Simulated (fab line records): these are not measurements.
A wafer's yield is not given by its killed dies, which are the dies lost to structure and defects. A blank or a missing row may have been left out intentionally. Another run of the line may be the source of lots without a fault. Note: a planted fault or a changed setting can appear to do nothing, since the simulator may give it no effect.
Tool commonality check | flow sky130 | 11 lots and 36 wafers in the sample

== REASON IT WAS OPENED ==
SKY_SD_P_TW_MEAS_11, reading SD_P_TW: flagged on 1 of 11 lots. Wafers without a fault read 2810, standard deviation 23.
Rule: a lot gets a flag if all its wafers with a number sit over 4 standard deviations from that mean, or if no wafer of it has a number. As for the other lots, they are considered sound.

lot  | measured     | on            | SD_P_TW, wafer by wafer | flag
L413 | day 25 08:41 | film_metro-04 | 2807 2808 2825          |
L416 | day 27 21:07 | film_metro-04 | 2803 2798 2808          |
L419 | day 27 23:27 | film_metro-03 | 2837 2844 2831          |
L418 | day 28 00:35 | film_metro-04 | 2803 2819 2809          |
L424 | day 29 23:38 | film_metro-03 | 2842 2844 2853          |
L423 | day 30 01:55 | film_metro-01 | 29 29 30 29 29 29       | FLAGGED
L425 | day 30 03:13 | film_metro-03 | 2844 2836 2836          |
L430 | day 31 11:29 | film_metro-04 | 2814 2806 2818          |
L432 | day 31 21:41 | film_metro-03 | 2834 2839 2832          |
L431 | day 32 01:33 | film_metro-01 | 2803 2811 2802          |
L433 | day 32 04:08 | film_metro-03 | 2849 2836 2831          |
The numbers of the flagged lots are 29 on average: -2781 against the usual, or -99 or more standard deviations.

== WHICH TOOL RAN EACH LOT ==
The record holds 2 process steps before the reading, out of a route of 708 steps. In each cell: the tool, then ch and the chambers that the sampled wafers went through, then the start.
lot  | flag    | SKY_LDD_HVP_STRIP_09                 | SKY_SD_P_EXPOSE_04
L413 |         | plasma_asher-01 ch 0,1, day 21 11:44 | iline_stepper-01 ch 0, day 24 18:59
L416 |         | plasma_asher-02 ch 0,1, day 24 01:25 | iline_stepper-02 ch 0, day 27 06:55
L419 |         | plasma_asher-02 ch 0,1, day 24 04:49 | iline_stepper-01 ch 0, day 27 09:20
L418 |         | plasma_asher-01 ch 0,1, day 24 06:32 | iline_stepper-02 ch 0, day 27 10:34
L424 |         | plasma_asher-04 ch 0,1, day 26 06:11 | iline_stepper-02 ch 0, day 29 08:25
L423 | FLAGGED | plasma_asher-04 ch 0,1, day 26 07:05 | iline_stepper-02 ch 0, day 29 11:01
L425 |         | plasma_asher-02 ch 0,1, day 26 09:16 | iline_stepper-02 ch 0, day 29 12:46
L430 |         | plasma_asher-04 ch 0,1, day 27 18:37 | iline_stepper-01 ch 0, day 30 21:53
L432 |         | plasma_asher-04 ch 0,1, day 28 07:26 | iline_stepper-02 ch 0, day 31 08:45
L431 |         | plasma_asher-01 ch 0,1, day 28 11:28 | iline_stepper-02 ch 0, day 31 12:08
L433 |         | plasma_asher-01 ch 0,1, day 28 12:32 | iline_stepper-01 ch 0, day 31 13:57
What the steps here do:
- SKY_LDD_HVP_STRIP_09: strips in O2/N2.
- SKY_SD_P_EXPOSE_04: exposes mask PSDM, target cd 380 nm.
- SKY_SD_P_TW_MEAS_11

== FLAGGED AGAINST TOTAL, ONE TOOL AT A TIME (gauges that did the reading follow at the end) ==
step                 | tool             | lots run | flagged | share of the flagged lots | sound lots run after its first flagged lot
SKY_LDD_HVP_STRIP_09 | plasma_asher-01  | 4        | 0       | none                      | -
SKY_LDD_HVP_STRIP_09 | plasma_asher-02  | 3        | 0       | none                      | -
SKY_LDD_HVP_STRIP_09 | plasma_asher-04  | 4        | 1       | all                       | 2 (L430,L432)
SKY_SD_P_EXPOSE_04   | iline_stepper-01 | 4        | 0       | none                      | -
SKY_SD_P_EXPOSE_04   | iline_stepper-02 | 7        | 1       | all                       | 3 (L425,L432,L431)
SKY_SD_P_TW_MEAS_11  | film_metro-01    | 2        | 1       | all                       | 1 (L431)
SKY_SD_P_TW_MEAS_11  | film_metro-03    | 5        | 0       | none                      | -
SKY_SD_P_TW_MEAS_11  | film_metro-04    | 4        | 0       | none                      | -

== THE TABLE: WHAT IT ALLOWS ==
plasma_asher-04 at SKY_LDD_HVP_STRIP_09, iline_stepper-02 at SKY_SD_P_EXPOSE_04 and film_metro-01 at SKY_SD_P_TW_MEAS_11: these 3 rows of the table ran every flagged lot.
- plasma_asher-04 at SKY_LDD_HVP_STRIP_09: 1 of its 4 lots flagged. Lots that were sound ran on it after the first flagged one (L430, L432); a persistent fault on the entire tool would not allow that.
- iline_stepper-02 at SKY_SD_P_EXPOSE_04: 1 of its 7 lots flagged. Lots that were sound ran on it after the first flagged one (L425, L432, L431); a persistent fault on the entire tool would not allow that.
- film_metro-01 at SKY_SD_P_TW_MEAS_11: 1 of its 2 lots flagged. Lots that were sound ran on it after the first flagged one (L431); a persistent fault on the entire tool would not allow that.
Every row of the table either missed a flagged lot or ran a sound lot after the first.

== WHAT HAD BEEN PUT IN BY THE SIMULATOR ==
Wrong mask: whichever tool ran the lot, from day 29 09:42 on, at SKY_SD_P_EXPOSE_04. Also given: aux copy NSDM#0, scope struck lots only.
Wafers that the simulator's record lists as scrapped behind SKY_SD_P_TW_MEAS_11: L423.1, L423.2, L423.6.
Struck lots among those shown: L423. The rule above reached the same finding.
